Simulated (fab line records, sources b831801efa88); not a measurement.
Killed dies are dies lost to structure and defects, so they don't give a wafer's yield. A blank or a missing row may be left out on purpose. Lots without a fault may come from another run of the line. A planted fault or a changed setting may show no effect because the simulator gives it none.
Which tool did it? | flow sky130 | 13 lots, 39 wafers sampled, at 5 steps of a route of 708

WHAT THE GAUGES READ, wafer by wafer
SKY_SONOS_TUNNEL_OVL_MEAS_08.
lot  | measured     | on         | SONOS_TUNNEL_OVL (nm)
L544 | day 11 06:16 | overlay-01 | -0.8 -0.2 0.1
L547 | day 12 07:17 | overlay-02 | -0.9 -0.5 1.0
L548 | day 12 11:09 | overlay-01 | 1.2 2.6 1.2
L553 | day 14 03:12 | overlay-01 | -0.9 1.8 -1.4
L554 | day 14 06:30 | overlay-01 | -2.4 -1.0 -2.3
L556 | day 15 01:39 | overlay-02 | 0.8 1.7 1.1
L559 | day 16 04:42 | overlay-01 | 1.4 -1.3 -0.3
L561 | day 17 05:51 | overlay-01 | -1.1 -0.7 0.2
L562 | day 17 16:29 | overlay-02 | 0.4 2.5 0.4
L564 | day 17 18:23 | overlay-01 | -1.4 -3.2 -1.8
L565 | day 19 01:38 | overlay-01 | 0.7 0.3 1.7
L567 | day 19 05:29 | overlay-02 | -1.2 2.1 1.6
L566 | day 19 10:39 | overlay-02 | -0.9 0.3 -0.2

SKY_SONOS_ONO_THK_MEAS_03.
lot  | measured     | on            | SONOS_ONO_CVD_02_THK (nm)
L544 | day 12 02:56 | film_metro-02 | 10.30 10.37 10.39
L547 | day 12 14:17 | film_metro-01 | 10.46 10.39 10.29
L548 | day 12 18:19 | film_metro-01 | 10.51 10.31 10.52
L553 | day 14 11:18 | film_metro-03 | 10.56 10.44 10.68
L554 | day 14 11:17 | film_metro-01 | 10.69 10.61 10.79
L556 | day 15 04:51 | film_metro-01 | 10.47 10.56 10.53
L559 | day 16 13:08 | film_metro-03 | 10.57 10.54 10.40
L561 | day 17 13:46 | film_metro-03 | 10.42 10.35 10.39
L562 | day 18 01:53 | film_metro-01 | 10.34 10.29 10.48
L564 | day 18 01:53 | film_metro-03 | 10.66 10.61 10.63
L565 | day 19 04:55 | film_metro-03 | 10.41 10.35 10.31
L567 | day 19 09:14 | film_metro-03 | 10.47 10.40 10.47
L566 | day 19 14:08 | film_metro-02 | 10.46 10.46 10.52

SKY_LDD_P_TW_MEAS_11.
lot  | measured     | on            | LDD_P_TW
L544 | day 19 10:22 | film_metro-01 | 637 637 637
L547 | day 20 00:23 | film_metro-01 | 633 636 636
L548 | day 20 05:29 | film_metro-03 | 636 635 633
L553 | day 22 08:10 | film_metro-01 | 603 602 606 603 602 603
L554 | day 22 11:10 | film_metro-04 | 636 637 635
L556 | day 23 03:37 | film_metro-04 | 606 609 610 611 613 613
L559 | day 24 14:46 | film_metro-01 | 637 636 633
L561 | day 25 17:02 | film_metro-03 | 635 633 632
L562 | day 26 02:46 | film_metro-03 | 631 632 633
L564 | day 26 03:23 | film_metro-03 | 630 633 634
L565 | day 27 09:29 | film_metro-01 | 631 629 630
L567 | day 27 09:52 | film_metro-03 | 639 638 637
L566 | day 27 22:58 | film_metro-03 | 640 637 635

SKY_LDD_HVP_OVL_MEAS_07.
lot  | measured     | on         | LDD_HVP_OVL (nm)
L544 | day 21 23:26 | overlay-02 | 2.2 0.6 0.7
L547 | day 22 13:59 | overlay-02 | -0.1 -1.8 -0.3
L548 | day 22 17:58 | overlay-02 | -1.7 -2.1 -2.4
L553 | day 24 19:32 | overlay-01 | 0.4 0.8 0.7
L554 | day 24 22:40 | overlay-01 | -0.2 -1.8 -1.2
L556 | day 25 14:16 | overlay-01 | 1.2 0.2 2.4
L559 | day 26 23:16 | overlay-01 | -0.9 2.2 2.3
L561 | day 28 03:08 | overlay-02 | 1.1 1.3 0.0
L562 | day 28 07:43 | overlay-01 | 0.1 -0.2 -0.9
L564 | day 28 09:07 | overlay-02 | 1.4 0.7 1.3
L565 | day 29 18:19 | overlay-01 | 0.7 -1.4 -1.3
L567 | day 29 18:59 | overlay-02 | 0.4 3.8 0.6
L566 | day 30 06:20 | overlay-01 | 0.0 -1.4 -1.3

WHICH TOOL RAN EACH LOT (tool, then ch and the chambers of the sampled wafers, then the start)
lot  | SKY_LDD_P_IMPLANT_09
L544 | implanter-04 ch 0, day 19 10:10
L547 | implanter-03 ch 0, day 20 00:08
L548 | implanter-04 ch 0, day 20 05:14
L553 | implanter-04 ch 0, day 22 07:49
L554 | implanter-03 ch 0, day 22 10:55
L556 | implanter-04 ch 0, day 23 03:22
L559 | implanter-03 ch 0, day 24 14:32
L561 | implanter-03 ch 0, day 25 16:47
L562 | implanter-03 ch 0, day 26 02:31
L564 | implanter-02 ch 0, day 26 03:08
L565 | implanter-03 ch 0, day 27 09:14
L567 | implanter-04 ch 0, day 27 09:37
L566 | implanter-03 ch 0, day 27 22:44
- SKY_LDD_P_IMPLANT_09

WHAT THE TOOLS THEMSELVES READ (means of the sampled wafers that have a number; where no wafer has one, the mark that the record gives instead)
SKY_LDD_P_IMPLANT_09.
lot  | tool         | beam_energy_keV | end_station_pressure_torr (Torr)
L544 | implanter-04 | 25.005          | 5.05e-06
L547 | implanter-03 | 25.011          | 5.11e-06
L548 | implanter-04 | 24.989          | 4.93e-06
L553 | implanter-04 | 21.117          | 5.28e-06
L554 | implanter-03 | 24.998          | 5.03e-06
L556 | implanter-04 | 21.114          | 5.16e-06
L559 | implanter-03 | 24.995          | 5.13e-06
L561 | implanter-03 | 24.999          | 5.10e-06
L562 | implanter-03 | 25.007          | 5.49e-06
L564 | implanter-02 | 25.000          | 5.35e-06
L565 | implanter-03 | 24.998          | 4.95e-06
L567 | implanter-04 | 25.006          | 5.07e-06
L566 | implanter-03 | 25.001          | 5.20e-06

THE ANSWER, worked out from the rows above alone
Rule: what is usual is taken from the lots themselves. Put in order of their means at a reading, lots are off if they are a third of the lots or fewer, leave a main group of 4 or more, and stand apart from it by a gap of 3 or more times the standard deviation of the main group's means; of several such gaps the widest counts. A main group whose means are all the same, to the digits that the tables above print for the reading, isn't used. A lot without any number at a reading at which 4 lots or more have one is off too. The other lots that the step has rows for count as sound. The gauges are gone through in route order, then the tools' own readings, and for those a lot's mean is taken as printed above. The first step at which some lot is off is used, and at that step the reading that is off furthest; a lot without a number counts as furthest.
Off: L553, L556, at SKY_LDD_P_TW_MEAS_11 (LDD_P_TW). The main group: mean 635, standard deviation 2.4.
A tool fits if, at a process step before that reading, it ran every lot that is off, and no sound lot after the first of them. The gauges at SKY_LDD_P_TW_MEAS_11 aren't tried: what is off there is off at SKY_LDD_P_IMPLANT_09 too, on other tools, and a gauge's error can't cause that. None of those tried fits.

WHAT THE SIMULATOR HAD PUT IN
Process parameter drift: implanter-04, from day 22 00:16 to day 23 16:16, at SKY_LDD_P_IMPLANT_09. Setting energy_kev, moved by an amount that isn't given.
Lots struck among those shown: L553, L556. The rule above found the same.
